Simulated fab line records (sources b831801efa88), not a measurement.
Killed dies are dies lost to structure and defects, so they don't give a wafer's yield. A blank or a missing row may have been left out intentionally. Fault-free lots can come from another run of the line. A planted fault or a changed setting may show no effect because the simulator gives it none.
Split-lot trial / flow sky130 / 5 lots, 23 wafers read, on a route of 708 steps

THE SPLIT ITSELF
At SKY_VT_ADJUST_LVTN_IMPLANT_08, the setting energy_kev was moved away from the recipe's 30 on 9 of the 23 wafers read, by -5.0% to +4.1%. For the rest of the wafers, this setting stayed at what the recipe calls for.

The reading is taken at the split's own step.

THE READING
The simulator's own value implant.drp_nm, read by no gauge, in nm at SKY_VT_ADJUST_LVTN_IMPLANT_08. There is no usual value for it anywhere in the file.

wafer=L074.1; tool, chamber at the split=implanter-01, 0; energy_kev as run=31.09; against the recipe=+3.6%; implant.drp_nm, nm=44.1; against lot-mates on the recipe=+1.13
wafer=L074.4; tool, chamber at the split=implanter-01, 0; energy_kev as run=31.09; against the recipe=+3.6%; implant.drp_nm, nm=44.1; against lot-mates on the recipe=+1.13
wafer=L074.3; tool, chamber at the split=implanter-01, 0; energy_kev as run=30; against the recipe=recipe; implant.drp_nm, nm=42.97; against lot-mates on the recipe=-
wafer=L074.5; tool, chamber at the split=implanter-01, 0; energy_kev as run=30; against the recipe=recipe; implant.drp_nm, nm=42.97; against lot-mates on the recipe=-
wafer=L074.6; tool, chamber at the split=implanter-01, 0; energy_kev as run=30; against the recipe=recipe; implant.drp_nm, nm=42.97; against lot-mates on the recipe=-
wafer=L079.4; tool, chamber at the split=implanter-04, 0; energy_kev as run=30; against the recipe=recipe; implant.drp_nm, nm=42.97; against lot-mates on the recipe=-
wafer=L079.5; tool, chamber at the split=implanter-04, 0; energy_kev as run=30; against the recipe=recipe; implant.drp_nm, nm=42.97; against lot-mates on the recipe=-
wafer=L079.6; tool, chamber at the split=implanter-04, 0; energy_kev as run=30; against the recipe=recipe; implant.drp_nm, nm=42.97; against lot-mates on the recipe=-
wafer=L082.1; tool, chamber at the split=implanter-04, 0; energy_kev as run=28.5; against the recipe=-5.0%; implant.drp_nm, nm=41.11; against lot-mates on the recipe=-1.86
wafer=L082.5; tool, chamber at the split=implanter-04, 0; energy_kev as run=28.5; against the recipe=-5.0%; implant.drp_nm, nm=41.11; against lot-mates on the recipe=-1.86
wafer=L082.2; tool, chamber at the split=implanter-04, 0; energy_kev as run=30; against the recipe=recipe; implant.drp_nm, nm=42.97; against lot-mates on the recipe=-
wafer=L082.4; tool, chamber at the split=implanter-04, 0; energy_kev as run=30; against the recipe=recipe; implant.drp_nm, nm=42.97; against lot-mates on the recipe=-
wafer=L082.6; tool, chamber at the split=implanter-04, 0; energy_kev as run=30; against the recipe=recipe; implant.drp_nm, nm=42.97; against lot-mates on the recipe=-
wafer=L083.1; tool, chamber at the split=implanter-02, 0; energy_kev as run=31.22; against the recipe=+4.1%; implant.drp_nm, nm=44.23; against lot-mates on the recipe=+1.26
wafer=L083.2; tool, chamber at the split=implanter-02, 0; energy_kev as run=31.22; against the recipe=+4.1%; implant.drp_nm, nm=44.23; against lot-mates on the recipe=+1.26
wafer=L083.5; tool, chamber at the split=implanter-02, 0; energy_kev as run=31.22; against the recipe=+4.1%; implant.drp_nm, nm=44.23; against lot-mates on the recipe=+1.26
wafer=L083.3; tool, chamber at the split=implanter-02, 0; energy_kev as run=30; against the recipe=recipe; implant.drp_nm, nm=42.97; against lot-mates on the recipe=-
wafer=L083.4; tool, chamber at the split=implanter-02, 0; energy_kev as run=30; against the recipe=recipe; implant.drp_nm, nm=42.97; against lot-mates on the recipe=-
wafer=L084.1; tool, chamber at the split=implanter-01, 0; energy_kev as run=30; against the recipe=recipe; implant.drp_nm, nm=42.97; against lot-mates on the recipe=-
wafer=L084.2; tool, chamber at the split=implanter-01, 0; energy_kev as run=30; against the recipe=recipe; implant.drp_nm, nm=42.97; against lot-mates on the recipe=-
wafer=L084.3; tool, chamber at the split=implanter-01, 0; energy_kev as run=30; against the recipe=recipe; implant.drp_nm, nm=42.97; against lot-mates on the recipe=-
wafer=L084.5; tool, chamber at the split=implanter-01, 0; energy_kev as run=31.11; against the recipe=+3.7%; implant.drp_nm, nm=44.12; against lot-mates on the recipe=+1.15
wafer=L084.6; tool, chamber at the split=implanter-01, 0; energy_kev as run=31.11; against the recipe=+3.7%; implant.drp_nm, nm=44.12; against lot-mates on the recipe=+1.15

THE FIT
A straight line over all 23 wafers: implant.drp_nm changes by +0.335 nm for each +1% of energy_kev; r = +1.00; the points scatter about the line by 0.064 nm.
The same after taking each lot's own level away (the mean of its wafers on the recipe; 23 wafers): +0.335 nm for each +1%; r = +1.00; scatter 0.064 nm.
Per that fit: largest energy_kev move, reading shift of 1.7 nm.
The lots' own levels span 42.970 to 42.970 nm.
The two slopes are in agreement: the lot-to-lot level therefore moves the slope only a little.
Check: -1.67 nm against its lot-mates is what the line predicts for one of the wafers moved furthest among these (-5.0%) when that wafer is left out of the fit. Against them it came out at -1.86 nm.

THESE WAFERS: OTHER SPLITS
Other splits were also applied to these wafers ahead of the reading. Each is held against what the fit with the lots' levels taken away leaves over:
other split on the same wafers=SKY_FIELD_ISO_OXIDATION_01 temp_c; wafers away from the commonest value=15; r with implant.drp_nm (lot level and that fit taken away)=+0.33
other split on the same wafers=SKY_FIELD_ISO_EXPOSE_10 dose_mj; wafers away from the commonest value=7; r with implant.drp_nm (lot level and that fit taken away)=-0.09
other split on the same wafers=SKY_DNWELL_SOFTBAKE_03 temp_c; wafers away from the commonest value=10; r with implant.drp_nm (lot level and that fit taken away)=-0.12
other split on the same wafers=SKY_PWDE_COAT_02 resist_thk_nm; wafers away from the commonest value=6; r with implant.drp_nm (lot level and that fit taken away)=-0.26
other split on the same wafers=SKY_NWELL_IMPLANT_12 energy_kev; wafers away from the commonest value=9; r with implant.drp_nm (lot level and that fit taken away)=+0.09
other split on the same wafers=SKY_VT_ADJUST_HVTP_STRIP_10 pressure_mtorr; wafers away from the commonest value=18; r with implant.drp_nm (lot level and that fit taken away)=+0.15

THE WHOLE CHAIN: every reading that the file lists as answering this split, in the file's order
step=SKY_VT_ADJUST_LVTN_IMPLANT_08; what it does=; reading=implant.rp_nm (the simulator's own value, which no gauge read); change (the file's fit)=+0.953 nm for each +1% of the setting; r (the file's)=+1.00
step=SKY_VT_ADJUST_LVTN_IMPLANT_08; what it does=; reading=implant.drp_nm (the simulator's own value, which no gauge read); change (the file's fit)=+0.333 nm for each +1% of the setting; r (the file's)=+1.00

FILE'S OWN FIT
implant.drp_nm changes by +0.333 nm for each +1% of energy_kev, r = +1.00.
